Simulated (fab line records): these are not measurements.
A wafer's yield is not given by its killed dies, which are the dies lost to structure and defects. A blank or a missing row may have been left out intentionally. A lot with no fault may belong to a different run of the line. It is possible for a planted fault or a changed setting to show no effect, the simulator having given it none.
Matching of chambers :: flow sky130 :: SKY_POLY_CUT_ETCH_11 on rieDiel-04: 4 sister chambers
The step etches Si3N4 in CF4/CH2F2/Ar, stops on poly-Si, time 42.5 s, target depth 60 nm. 8 wafers are shown with their chamber, then 10 later ones without.

== WAFERS, EACH WITH ITS CHAMBER ==
wafer: L075.4
chamber: 0
oesProductAu (a.u.): 0.842
chamberPressureMTorr (mTorr): 39.94

wafer: L080.4
chamber: 0
oesProductAu (a.u.): 0.843
chamberPressureMTorr (mTorr): 40.02

wafer: L082.4
chamber: 2
oesProductAu (a.u.): 0.829
chamberPressureMTorr (mTorr): 40.01

wafer: L090.1
chamber: 2
oesProductAu (a.u.): 0.822
chamberPressureMTorr (mTorr): 40.08

wafer: L088.3
chamber: 1
oesProductAu (a.u.): 0.830
chamberPressureMTorr (mTorr): 39.99

wafer: L088.6
chamber: 3
oesProductAu (a.u.): 0.824
chamberPressureMTorr (mTorr): 40.00

wafer: L092.1
chamber: 1
oesProductAu (a.u.): 0.825
chamberPressureMTorr (mTorr): 40.06

wafer: L092.2
chamber: 3
oesProductAu (a.u.): 0.825
chamberPressureMTorr (mTorr): 40.03

== WAFERS WITHOUT THEIR CHAMBER ==
wafer: L092.3
oesProductAu (a.u.): 0.832
chamberPressureMTorr (mTorr): 39.96

wafer: L095.1
oesProductAu (a.u.): 0.831
chamberPressureMTorr (mTorr): 40.05

wafer: L095.2
oesProductAu (a.u.): 0.830
chamberPressureMTorr (mTorr): 40.00

wafer: L095.5
oesProductAu (a.u.): 0.828
chamberPressureMTorr (mTorr): 40.01

wafer: L096.1
oesProductAu (a.u.): 0.833
chamberPressureMTorr (mTorr): 39.94

wafer: L096.5
oesProductAu (a.u.): 0.827
chamberPressureMTorr (mTorr): 40.02

wafer: L096.6
oesProductAu (a.u.): 0.835
chamberPressureMTorr (mTorr): 39.97

wafer: L097.4
oesProductAu (a.u.): 0.833
chamberPressureMTorr (mTorr): 39.96

wafer: L097.5
oesProductAu (a.u.): 0.826
chamberPressureMTorr (mTorr): 39.96

wafer: L097.6
oesProductAu (a.u.): 0.823
chamberPressureMTorr (mTorr): 39.97

== CHAMBER TAKEN BY EACH ==
wafer: L092.3
from the rows above: can't be placed: 1 or 3 or 2 or 0
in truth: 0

wafer: L095.1
from the rows above: can't be placed: 1 or 2 or 3
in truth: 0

wafer: L095.2
from the rows above: can't be placed: 1 or 2 or 3
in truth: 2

wafer: L095.5
from the rows above: can't be placed: 1 or 2 or 3
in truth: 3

wafer: L096.1
from the rows above: can't be placed: 1 or 3 or 0 or 2
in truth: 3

wafer: L096.5
from the rows above: can't be placed: 1 or 2 or 3
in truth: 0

wafer: L096.6
from the rows above: can't be placed: 0 or 1 or 2 or 3
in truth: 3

wafer: L097.4
from the rows above: can't be placed: 1 or 3 or 2 or 0
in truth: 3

wafer: L097.5
from the rows above: can't be placed: 3 or 1 or 2
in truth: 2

wafer: L097.6
from the rows above: can't be placed: 3 or 2 or 1
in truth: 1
0 of 10 placed correctly. Unplaceable from these rows: 10, with the true chamber sitting among the candidates in 8. Number placed wrongly: 0.
How it was worked out, from the rows above alone: a wafer's distance from a chamber is the root of the sum, over the readings, of the square of ((its reading less the chamber's mean) divided by the reading's scatter). If the next closest chamber is less than 2 further off than the closest, the wafer can't be placed; otherwise it belongs to the closest. The mean given for a chamber averages the wafers shown for that chamber. The scatter: take each reading less its chamber's mean, square it, sum over the shown wafers, divide by the number of wafers less the number of chambers, and take the root.
